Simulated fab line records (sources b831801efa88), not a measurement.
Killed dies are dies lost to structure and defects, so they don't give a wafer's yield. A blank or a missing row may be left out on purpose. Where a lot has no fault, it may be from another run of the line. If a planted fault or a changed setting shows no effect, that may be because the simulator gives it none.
Struck lot and sound lot, side by side | flow sky130 | 17 out of 708 route steps
Sound: these wafers, L879.3, L879.4, L879.5. Wafers struck: L888.1, L888.4, L888.5. At the end, the cause is stated.
Each step with rows lists, per side, the tool, then ch with its chambers, then its first start. Under that, the readings that differ: sound wafers | struck wafers | difference of the means | sigmas: that difference in standard deviations of wafers without a fault.
alike: same words and numbers on both sides, and readings whose means sit less than 2 such deviations apart. not compared: any withheld reading, any reading some wafer has no value for, any bound like >300 that may hide the same value, and any number with overlapping values for which the record gives no deviation.
A row with sigmas, a row that says differs or no value, or rows on one side alone: a step with any of these is where the two part. Non-overlapping numbers with no deviation appear without sigmas and do not part them. A reading missing from all wafers of one side parts the sides only when that side holds two or more wafers.

first, 2 steps without rows for these wafers: SKY_NWELL_IMPLANT_12; SKY_NWELL_IMPLANT_13.
SKY_NWELL_STRIP_14: strips in O2/N2.
  sound on plasma-asher-02 ch 0,1, day 7 00:44; struck on plasma-asher-04 ch 0,1, day 9 02:29
  alike: drypump-motor-current-A, oes-product-au, strip-time-to-endpoint-s
  not compared: rf-hours-counter-h
SKY_NWELL_TW_MEAS_15:
  struck on film-metro-04, day 9 02:35; sound on film-metro-03, day 7 00:50
  reading  | sound          | struck         | difference | sigmas
  NWELL_TW | 1828 1827 1824 | 1811 1817 1807 | -15        | -2
then, 7 steps without rows for these wafers: SKY_NWELL_DEHYDRATE_16 (time 60 s); SKY_NWELL_HMDS_17 (prime time 60 s); SKY_NWELL_COAT_18 (resist thk 3000 nm); SKY_NWELL_SOFTBAKE_19; SKY_NWELL_EXPOSE_20 (exposes mask NWM COMPLEMENT, target cd 840 nm); SKY_NWELL_PEB_21; SKY_NWELL_DEVELOP_22 (develop time 60 s).
SKY_NWELL_OVL_MEAS_23:
  struck on overlay-01, day 10 00:35; sound on overlay-02, day 7 19:58
  alike: NWELL_01_OVL
SKY_NWELL_IMPLANT_24:
  sound on implanter-03 ch 0, day 7 20:02; struck on implanter-02 ch 0, day 10 00:37
  reading            | sound                         | struck                       | difference | sigmas
  dose-ions-cm2      | 9.192e+12 9.172e+12 9.175e+12 | 4.46e+12 4.464e+12 4.467e+12 | -4.72e+12  | -99 or more
  faraday-current-uA | 52.4 53.2 51.6                | 25.3 25.4 24.5               | -27.3      | -27
SKY_NWELL_STRIP_25: strips in O2/N2.
  sound on plasma-asher-02 ch 0,1, day 7 20:11; struck on plasma-asher-03 ch 0,1, day 10 00:46
  alike: drypump-motor-current-A, oes-product-au, strip-time-to-endpoint-s
  not compared: rf-hours-counter-h
SKY_NWELL_TW_MEAS_26:
  struck on film-metro-03, day 10 00:52; sound on film-metro-02, day 7 20:16
  reading    | sound             | struck            | difference | sigmas
  NWELL_2_TW | 498.2 497.6 496.8 | 398.5 400.8 399.5 | -97.9      | -41
then, 1 step without rows for these wafers: SKY_NWELL_CLEAN_27 (cleans in SC1/SC2, time 150 s).
-- the record jumps here: 40 days lie between the struck wafers' starts before and after (it left off in module NWELL and takes up again in module PAD_OPEN, whose first step shown is number 708 of the route) --
SKY_PAD_OPEN_PROBE_99:
  struck on prober-02, day 50 03:35; sound on prober-01, day 48 10:32
  no value came back on the struck wafers for any of 8 readings (model.etest.pfet_16v.r-on-ohm-um, model.etest.res-iso-pwell.rs-ohm-sq and others); on the sound wafers model.etest.pfet_16v.r-on-ohm-um reads 1.494e+04 1.506e+04 1.534e+04
  alike: killed_at_M0_to_M3, killed_at_M4_up, killed-at-contacts, killed-at-front-end, killed-at-other, killed-dies, killed-open, killed-short

== WHERE THEY PART ==
Last at SKY_PAD_OPEN_PROBE_99 as far as this record goes, first at SKY_NWELL_TW_MEAS_15.

WHY: the cause the simulator had injected
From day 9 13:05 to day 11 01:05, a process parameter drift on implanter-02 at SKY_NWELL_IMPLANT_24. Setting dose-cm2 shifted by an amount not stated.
